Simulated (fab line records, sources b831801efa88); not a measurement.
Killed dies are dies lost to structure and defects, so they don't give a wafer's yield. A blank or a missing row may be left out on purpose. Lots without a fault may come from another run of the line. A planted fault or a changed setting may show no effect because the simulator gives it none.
One fault seen from 2 desks | flow gf180mcu | each desk has only its own numbers; what lay behind them comes last

THE METROLOGY DESK
What the gauges read, lot by lot, whatever tool the lot ran on: means of the sampled wafers that have a number. A lot is out of limits, marked OUT, if its mean lies more than 4 standard deviations from the usual mean; the brackets give that distance.
Columns: A = CONTACT_OVL at GF_CONTACT_OVL_MEAS_15, usual 0 nm; B = cd_nm at GF_V1_CD_MEAS_14, usual 260.4 nm
lot  | first seen here | A   | B
L262 | day 16 01:59    | -6  | 260.5
L263 | day 16 13:42    | -11 | 258.0
L264 | day 16 19:12    | -7  | 260.8
L265 | day 17 03:21    | -0  | 261.3
L266 | day 17 08:52    | -2  | 260.0
L267 | day 18 04:13    | -2  | 259.3
L268 | day 18 04:43    | 3   | 258.9
L269 | day 18 14:32    | -6  | 259.9
L271 | day 19 09:03    | 8   | 259.8
L272 | day 19 17:35    | 6   | 260.6
L273 | day 20 02:22    | 0   | 260.7
L277 | day 21 15:06    | 12  | 260.4
L278 | day 21 22:00    | 2   | 260.1
This desk's finding: nothing out of limits on any of the 13 lots.

THE TOOL OWNER'S DESK: rie_metal-03
The tool's own readings at GF_M1_METAL_ETCH_16 (etches the open film in Cl2/BCl3, stops on SiO2, target depth 750.8 nm, time 125.1 s): means of the sampled wafers that have a number, for each lot that ran on this tool. A lot is out of limits, marked OUT, if its mean lies more than 4 standard deviations from the usual mean; the brackets give that distance.
Columns: A = drypump_motor_current_A at GF_M1_METAL_ETCH_16, usual 6.0 A; B = oes_product_au at GF_M1_METAL_ETCH_16, usual 0.992 a.u.; C = throttle_valve_pct at GF_M1_METAL_ETCH_16, usual 28.227 %
lot  | first seen here | A   | B               | C
L269 | day 19 15:58    | 6.3 | 0.997           | 28.224
L272 | day 20 19:44    | 6.2 | 0.997           | 28.227
L278 | day 22 23:04    | 6.3 | 0.887 (-15) OUT | 28.344 (+12) OUT
This desk's finding: out of limits on L278; first on L278, day 22 23:04 (oes_product_au at GF_M1_METAL_ETCH_16). In limits: L269, L272.

PUT TOGETHER
The tool owner's desk could have raised an alarm at day 22 23:04, on L278.
The metrology desk saw nothing out of limits.
The metrology desk has L278 on record, within its limits.
Of the lots named, all ran GF_M1_METAL_ETCH_16 on rie_metal-03.

WHAT THE SIMULATOR HAD PUT IN
Process parameter drift: rie_metal-03, from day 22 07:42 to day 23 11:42, at GF_M1_METAL_ETCH_16. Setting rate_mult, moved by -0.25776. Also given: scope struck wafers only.
Lots struck among those shown: L278.
Hours from the fault's start to each desk's first reading out of limits: the tool owner's desk, 15.
